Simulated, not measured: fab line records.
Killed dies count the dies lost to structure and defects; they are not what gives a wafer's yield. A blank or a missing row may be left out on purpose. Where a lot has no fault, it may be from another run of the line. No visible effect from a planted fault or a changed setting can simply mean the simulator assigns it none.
Shared-tool check | flow gf180mcu | Sample size 14 lots and 42 wafers

== WHAT PROMPTED THE OPENING ==
GF_STI_THK_MEAS_02, reading STI_OXIDATION_THK: flagged on 2 of 14 lots. No-fault wafers: 10.04 nm, standard deviation 0.2.
Rule: a lot is flagged when every wafer of it that has a number lies more than 4 standard deviations from that mean, or none has a number. All remaining lots are regarded as sound.

lot  | measured    | on            | STI_OXIDATION_THK (nm), wafer by wafer | flag
L293 | day 1 11:32 | film-metro-04 | 9.77 10.02 10.03                       |
L294 | day 1 18:43 | film-metro-02 | 16.13 16.29 16.23                      | FLAGGED
L295 | day 1 21:34 | film-metro-02 | 9.98 10.09 10.14                       |
L296 | day 2 04:04 | film-metro-03 | 16.69 16.51 15.98                      | FLAGGED
L300 | day 2 23:29 | film-metro-02 | 10.16 10.07 10.15                      |
L306 | day 4 06:10 | film-metro-02 | 9.68 9.68 9.65                         |
L307 | day 4 10:08 | film-metro-03 | 10.22 10.43 10.55                      |
L308 | day 4 15:16 | film-metro-04 | 9.96 10.09 10.17                       |
L309 | day 4 19:58 | film-metro-02 | 9.86 9.87 9.85                         |
L310 | day 5 00:31 | film-metro-02 | 10.24 10.53 10.57                      |
L311 | day 5 05:32 | film-metro-02 | 9.93 9.89 9.95                         |
L313 | day 5 15:31 | film-metro-03 | 10.02 10.00 10.07                      |
L314 | day 5 20:44 | film-metro-02 | 9.65 9.69 9.56                         |
L315 | day 6 01:55 | film-metro-03 | 9.82 9.70 9.83                         |
On average the flagged lots' numbers are 16.30 nm, which is +6.27 nm against the usual, or +31 standard deviations.

== EACH LOT AND THE TOOL IT RAN ON ==
The record holds 1 process step before the reading, out of a route of 602 steps. Cell contents, in order: the tool; ch with the chambers the sampled wafers went through; the start.
lot  | flag    | GF_STI_OXIDATION_01
L293 |         | furnace-01 ch 0, day 1 10:07
L294 | FLAGGED | furnace-01 ch 0, day 1 15:07 and furnace-02 ch 0, day 1 17:18
L295 |         | furnace-02 ch 0, day 1 20:10
L296 | FLAGGED | furnace-02 ch 0, day 2 01:07
L300 |         | furnace-01 ch 0, day 2 22:04
L306 |         | furnace-01 ch 0, day 4 04:46
L307 |         | furnace-02 ch 0, day 4 08:44
L308 |         | furnace-01 ch 0, day 4 13:51
L309 |         | furnace-01 ch 0, day 4 18:32
L310 |         | furnace-02 ch 0, day 4 23:07
L311 |         | furnace-02 ch 0, day 5 04:07
L313 |         | furnace-01 ch 0, day 5 14:07
L314 |         | furnace-02 ch 0, day 5 19:20
L315 |         | furnace-02 ch 0, day 6 00:31
What the steps here do:
- GF_STI_OXIDATION_01: stabilise 600 s, purge 300 s, target thk 10 nm.
- GF_STI_THK_MEAS_02

== FLAGGED OVER TOTAL, TOOL BY TOOL (the gauges that took the reading come last) ==
step                | tool          | lots run | flagged | share of the flagged lots | sound lots run after its first flagged lot
GF_STI_OXIDATION_01 | furnace-01    | 7        | 1       | some                      | 5 (L300,L306,L308,L309,L313)
GF_STI_OXIDATION_01 | furnace-02    | 8        | 2       | all                       | 6 (L295,L307,L310,L311,L314,L315)
GF_STI_THK_MEAS_02  | film-metro-02 | 8        | 1       | some                      | 7 (L295,L300,L306,L309,L310,L311,L314)
GF_STI_THK_MEAS_02  | film-metro-03 | 4        | 1       | some                      | 3 (L307,L313,L315)
GF_STI_THK_MEAS_02  | film-metro-04 | 2        | 0       | none                      | -

== WHAT THE TABLE ALLOWS ==
In the table, 1 row covers all flagged lots: furnace-02 at GF_STI_OXIDATION_01.
- furnace-02 at GF_STI_OXIDATION_01: 2 of its 8 lots flagged. After the first flagged lot (L295, L307, L310, L311, L314, L315), sound lots still ran on it; a lasting fault on the whole tool would not permit that.
Not one row of the table ran every flagged lot while running no sound lot after the first.

== WHAT THE SIMULATOR HAD INSERTED ==
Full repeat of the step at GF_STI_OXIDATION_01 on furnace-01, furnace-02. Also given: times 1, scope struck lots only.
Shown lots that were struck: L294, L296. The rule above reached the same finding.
